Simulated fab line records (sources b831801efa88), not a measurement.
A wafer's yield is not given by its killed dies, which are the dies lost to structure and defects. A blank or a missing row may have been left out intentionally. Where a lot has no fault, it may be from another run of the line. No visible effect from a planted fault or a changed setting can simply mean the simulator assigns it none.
Code-filled problem report in 8D (eight disciplines) form    flow gf180mcu    the parts of the form that need people (team, actions taken, sign-off) are left out

1. WHAT WENT WRONG
Across 4 wafers from 3 lots, NSD_RS at GF_PSD_RS_MEAS_14 averages 49.32 ohm/sq, while fault-free wafers read 46.17 ohm/sq with a standard deviation of 0.097. That is +32 standard deviations from the usual mean.
The step: measures by four-point-probe.
The first sign was on wafer L309.3 at day 18 23:41, on filmMetro-03. At this step, 39 wafers from 14 lots have a number in the record. The rule behind "out" and "out of limits": a value lying over 4 standard deviations away from the usual mean. Any other wafer with a number is counted as sound.

2. WHAT IT IS; WHAT IT IS NOT
question                     is                              is not
which readings at this step  NSD_RS                          -
which lots                   L309, L310, L312                L294, L296, L297, L298, L299, L300, L303, L304, L306, L307, L308
which wafers of those lots   L309.3, L309.4, L310.4, L312.4  L310.1, L312.1
read on which gauges         filmMetro-03, filmMetro-04      filmMetro-01
when                         from day 18 23:41               up to then (33 sound wafers); but 2 sound wafers of L310, L312 came after

3. THE SUSPECTS, EACH WITH WHAT RULES IT OUT
Counting: a tool at a process step up to the reading stays a suspect if it ran every lot that is out. Sound lots after the first of them don't rule it out here, since some wafers of a struck lot are sound.
- the gauge at GF_PSD_RS_MEAS_14 is ruled out. 2 gauges (filmMetro-03, filmMetro-04) read the wafers that are out.
- rtpAnneal-01 at GF_PSD_RTA_13 (time 20 s): kept. Every lot that is out went through it, the first being L309 (day 18 23:35); the last sound lot it ran before that was L308 (day 18 03:05). On those wafers its own readings are out: runLengthS.
Left after counting: rtpAnneal-01 at GF_PSD_RTA_13.

4. THE CAUSE (what the simulator had put in)
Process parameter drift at GF_PSD_RTA_13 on rtpAnneal-01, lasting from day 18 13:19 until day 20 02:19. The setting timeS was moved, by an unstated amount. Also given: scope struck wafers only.
Only this tool survived the counting.

5. THE EFFECT CHAIN, in route order
Rows list readings where the struck wafers' mean (over those with a number) sits beyond 3 standard deviations from the usual. Only readings for which the record gives a usual standard deviation are gone through. hours: the time from each lot's start at the first step in this table that gives one to its start at this step, as a median over the lots. sigmas: the change in usual standard deviations.
hours  step               reading     usual          on struck wafers  change  sigmas
0      GF_PSD_RTA_13      runLengthS  49.19 s        39.06             -10.13  -51
0      GF_PSD_RS_MEAS_14  NSD_RS      46.17 ohm/sq   49.32             +3.15   +32
0      GF_PSD_RS_MEAS_15  PSD_RS      108.66 ohm/sq  117.59            +8.93   +31
The process steps in it:
- GF_PSD_RTA_13: time 20 s.
Later measuring or inspecting steps at which every struck wafer that the step has a row for has a number for every such reading, and none has moved that far: GF_SAB_CD_MEAS_09, GF_SAB_OVL_MEAS_10.

6. HOW IT WOULD HAVE BEEN CAUGHT EARLIER
Counted from the fault's start at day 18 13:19, it took 10 hours until the first out-of-limits reading at a measuring or inspecting step in this record, taken at day 18 23:41.
Tool's own readings at GF_PSD_RTA_13, runLengthS: out on all struck wafers the step has rows for; an alarm limit on them would have tripped on the first.
Lots out: 3; of these, L310, L312 started GF_PSD_RTA_13 on rtpAnneal-01 after day 18 23:41. A hold on the tool at that time would have spared those 2.
